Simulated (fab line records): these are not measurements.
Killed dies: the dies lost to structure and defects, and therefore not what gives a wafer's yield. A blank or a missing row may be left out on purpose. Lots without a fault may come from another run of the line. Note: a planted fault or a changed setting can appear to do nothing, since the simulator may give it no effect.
Matching of chambers | flow sfqLine | SFQ_TRILAYER_I6_DEP_PECVD_165 on pecvd-02: 3 sister chambers
The step deposits SiO2 from SiH4/N2O, time 111.11 s, target thk 500 nm. 3 wafers are shown with their chamber, then 7 later ones without.

== EACH WAFER AND ITS CHAMBER ==
wafer  | chamber | throttleValvePct (%)
L502.6 | 1       | 27.1
L503.1 | 2       | 25.2
L503.4 | 0       | 26.2

== WAFERS WITH NO CHAMBER GIVEN ==
wafer  | throttleValvePct (%)
L509.1 | 27.0
L509.3 | 26.4
L511.1 | 26.9
L511.3 | 26.1
L514.2 | 25.4
L514.3 | 27.1
L514.4 | 26.8

== WHICH CHAMBER EACH WENT THROUGH ==
wafer  | from the rows above     | in truth
L509.1 | 1                       | 1
L509.3 | 0                       | 0
L511.1 | 1                       | 1
L511.3 | 0                       | 0
L514.2 | 2                       | 2
L514.3 | 1                       | 1
L514.4 | can't be placed: 1 or 0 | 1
6 of 7 placed correctly. From these rows, 1 cannot be placed; in 1 the true chamber is one of the candidates. 0 placed wrongly.
How it was worked out, from the rows above alone: a wafer's distance from a chamber is the root of the sum, over the readings, of the square of ((its reading less the chamber's mean) divided by the reading's scatter). The wafer belongs to the nearest chamber; if the next one is less than 2 further off, it can't be placed. Each chamber's mean is taken over the wafers shown for it. The scatter: with one shown wafer a chamber, the root of the mean of the squares of how far each hidden wafer lies from its nearest shown one.
